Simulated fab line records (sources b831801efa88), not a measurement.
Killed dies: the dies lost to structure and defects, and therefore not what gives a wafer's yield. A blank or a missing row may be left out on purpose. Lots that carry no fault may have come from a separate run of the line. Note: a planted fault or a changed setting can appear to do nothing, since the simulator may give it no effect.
The tool behind it: which one?    flow sky130    13 lots, 39 wafers sampled, at 3 steps of a route of 708

## WHAT THE GAUGES SHOWED, per wafer
SKY_SPACER_THK_MEAS_01. Usual: for SPACER_CVD_00_THK the level is 42.8 nm and the standard deviation is 0.32.
lot   measured      on             SPACER_CVD_00_THK (nm)  flag
L449  day 23 02:56  film_metro-04  42.7 42.8 42.8          
L450  day 23 14:00  film_metro-02  43.7 43.4 43.1          
L452  day 24 06:31  film_metro-04  43.2 43.0 43.3          
L455  day 25 01:25  film_metro-01  42.3 42.8 42.3          
L458  day 26 10:49  film_metro-04  42.5 42.7 43.4          
L461  day 27 05:07  film_metro-04  42.3 42.5 42.7          
L462  day 27 12:18  film_metro-01  42.9 43.3 42.8          
L463  day 28 06:41  film_metro-01  43.2 42.6 42.3          
L465  day 28 21:07  film_metro-01  42.3 42.8 42.5          
L468  day 29 13:41  film_metro-01  42.3 42.4 42.7          
L469  day 29 20:15  film_metro-02  43.6 43.1 43.5          
L471  day 30 23:10  film_metro-01  42.7 42.9 43.0          
L472  day 31 02:46  film_metro-01  42.6 43.1 43.0          

## WHICH TOOL RAN EACH LOT (tool, then ch and the chambers of the sampled wafers, then the start)
lot   SKY_LDD_HVN_STRIP_09                  SKY_LDD_LDN_IMPLANT_11
L449  plasma_asher-04 ch 0,1, day 20 11:55  implanter-04 ch 0, day 23 00:46
L450  plasma_asher-02 ch 0,1, day 20 21:40  implanter-03 ch 0, day 23 11:51
L452  plasma_asher-04 ch 0,1, day 21 15:16  implanter-04 ch 0, day 24 04:24
L455  plasma_asher-04 ch 0,1, day 22 12:07  implanter-04 ch 0, day 24 23:52
L458  plasma_asher-02 ch 0,1, day 23 22:20  implanter-04 ch 0, day 26 09:07
L461  plasma_asher-01 ch 0,1, day 24 16:26  implanter-04 ch 0, day 27 03:00
L462  plasma_asher-04 ch 0,1, day 25 00:16  implanter-03 ch 0, day 27 09:58
L463  plasma_asher-04 ch 0,1, day 25 15:58  implanter-03 ch 0, day 28 03:01
L465  plasma_asher-04 ch 0, day 26 09:16    implanter-02 ch 0, day 28 18:49
L468  plasma_asher-01 ch 0,1, day 27 02:31  implanter-03 ch 0, day 29 12:07
L469  plasma_asher-02 ch 0,1, day 27 09:19  implanter-02 ch 0, day 29 18:13
L471  plasma_asher-02 ch 0,1, day 28 09:28  implanter-03 ch 0, day 30 19:48
L472  plasma_asher-01 ch 0,1, day 28 13:16  implanter-03 ch 0, day 30 22:46
- SKY_LDD_HVN_STRIP_09: strips in O2/N2.
- SKY_LDD_LDN_IMPLANT_11

## AS READ BY THE TOOLS THEMSELVES (means over the sampled wafers that have a number; for cases with no such wafer, the mark the record gives instead)
SKY_LDD_HVN_STRIP_09. Usual: drypump_motor_current_A 6.1 A, standard deviation 0.42; oes_product_au 0.408 a.u., standard deviation 0.0046; strip_time_to_endpoint_s 4.135 s, standard deviation 0.015.
lot   tool             drypump_motor_current_A (A)  oes_product_au (a.u.)  strip_time_to_endpoint_s (s)  flag
L449  plasma_asher-04  6.4                          0.409                  4.141                         
L450  plasma_asher-02  5.7                          0.411                  4.132                         
L452  plasma_asher-04  6.4                          0.409                  4.144                         
L455  plasma_asher-04  6.4                          0.411                  4.111                         
L458  plasma_asher-02  5.8                          0.406                  4.127                         
L461  plasma_asher-01  5.7                          0.409                  4.123                         
L462  plasma_asher-04  6.4                          0.408                  4.125                         
L463  plasma_asher-04  6.5                          0.410                  4.132                         
L465  plasma_asher-04  6.2                          0.409                  4.154                         
L468  plasma_asher-01  5.7                          0.409                  4.155                         
L469  plasma_asher-02  5.7                          0.414                  4.153                         
L471  plasma_asher-02  5.7                          0.408                  4.131                         
L472  plasma_asher-01  5.9                          0.405                  4.129                         

SKY_LDD_LDN_IMPLANT_11. Usual: beam_energy_keV reads 14.999 (standard deviation 0.0049).
lot   tool          beam_energy_keV  flag
L449  implanter-04  15.004           
L450  implanter-03  14.993           
L452  implanter-04  14.993           
L455  implanter-04  15.000           
L458  implanter-04  17.432           OFF
L461  implanter-04  17.428           OFF
L462  implanter-03  14.994           
L463  implanter-03  14.996           
L465  implanter-02  15.004           
L468  implanter-03  15.000           
L469  implanter-02  14.997           
L471  implanter-03  14.999           
L472  implanter-03  15.002           

## THE ANSWER, worked out from the rows above alone
Rule: a lot counts as off when the mean over its wafers that have a number is more than 3 standard deviations away from the usual mean. Also off: a lot with no number at a reading for which 4 or more lots have one. Where the step has rows for the other lots, those lots are counted as sound. Order of review: gauges by route order, followed by the tools' own readings, for which a lot's mean as printed above is used. The first step at which some lot is off is used, and at that step the reading that is off furthest; a lot without a number counts as furthest.
Off, at SKY_LDD_LDN_IMPLANT_11 on beam_energy_keV: L458, L461.
If a tool, at that step or one of the process steps before it, ran each lot that is off and ran no sound lot following the first of them, it fits. One fits: SKY_LDD_LDN_IMPLANT_11 on implanter-04. Its last sound lot is L455 (day 24 23:52), its first lot that is off L458 (day 26 09:07): a fault that began between those two fits.
On the lots that are off, the tool's own readings at SKY_LDD_LDN_IMPLANT_11 differ by more than 5 times the standard deviation of the sound lots' means, which bears it out; beam_energy_keV reads 17.430 there versus 14.998 on the sound lots.

## WHAT HAD BEEN PUT IN BY THE SIMULATOR
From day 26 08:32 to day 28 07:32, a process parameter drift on implanter-04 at SKY_LDD_LDN_IMPLANT_11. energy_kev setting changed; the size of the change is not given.
Shown lots that were struck: L458, L461. The rule above reached the same finding.
